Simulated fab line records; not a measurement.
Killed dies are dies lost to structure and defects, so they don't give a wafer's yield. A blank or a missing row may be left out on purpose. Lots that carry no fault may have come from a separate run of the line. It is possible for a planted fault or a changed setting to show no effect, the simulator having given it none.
Which tool is to blame?	flow gf180mcu	18 wafers from 6 lots sampled at 4 of the route's 602 steps

## WHAT THE GAUGES SHOWED, per wafer
GF_HV_LDD_CD_MEAS_46: the cd target is 400 nm.
lot	measured	on	cd nm (nm)
L106	day 13 13:29	cd sem-02	397.7 398.1 401.4
L109	day 14 06:46	cd sem-02	404.3 400.9 402.2
L112	day 15 20:26	cd sem-02	398.0 397.7 396.2
L117	day 16 23:45	cd sem-01	393.8 395.3 395.1
L122	day 18 17:01	cd sem-01	398.2 399.3 401.1
L126	day 20 01:35	cd sem-02	400.1 399.6 399.0

## TOOL THAT RAN EACH LOT (tool first, then ch and the chambers of the sampled wafers, then the start)
lot	GF_VT_IMPLANT_STRIP_20	GF_VT_IMPLANT_STRIP_31	GF_HV_LDD_COAT_41
L106	plasma asher-02 ch 0,1, day 7 01:54	plasma asher-02 ch 0,1, day 7 17:36	litho track-01 ch 0, day 13 03:29
L109	plasma asher-01 ch 0,1, day 7 22:05	plasma asher-02 ch 0,1, day 8 14:00	litho track-02 ch 0, day 13 20:27
L112	plasma asher-01 ch 0,1, day 8 19:51	plasma asher-02 ch 0,1, day 9 13:10	litho track-01 ch 0, day 15 08:55
L117	plasma asher-03 ch 0,1, day 9 22:37	plasma asher-01 ch 0,1, day 10 16:34	litho track-01 ch 0, day 16 12:10
L122	plasma asher-01 ch 0,1, day 11 08:31	plasma asher-01 ch 0,1, day 12 03:09	litho track-04 ch 0, day 18 04:37
L126	plasma asher-03 ch 1, day 12 07:01	plasma asher-02 ch 1, day 13 02:09	litho track-02 ch 0, day 19 12:55
- GF_VT_IMPLANT_STRIP_20: strips in O2/N2.
- GF_VT_IMPLANT_STRIP_31: strips in O2/N2.
- GF_HV_LDD_COAT_41: resist thk 1000 nm.

## THE ANSWER, worked out from the rows above alone
Rule: the usual values come from the lots themselves. The widest of any qualifying gaps counts: lots, ordered by their means at a reading, are off when they make up no more than a third of the lots, leave a main group of 4 or more, and stand apart from it by 3 or more times the standard deviation of that group's means. Not used: any main group whose means are identical at the precision the tables above print for the reading. A lot without any number at a reading at which 4 lots or more have one is off too. Where the step has rows for the other lots, those lots are counted as sound.
No lot is off at any reading shown: from this, nothing can be told.

## WHAT WAS PUT IN BY THE SIMULATOR
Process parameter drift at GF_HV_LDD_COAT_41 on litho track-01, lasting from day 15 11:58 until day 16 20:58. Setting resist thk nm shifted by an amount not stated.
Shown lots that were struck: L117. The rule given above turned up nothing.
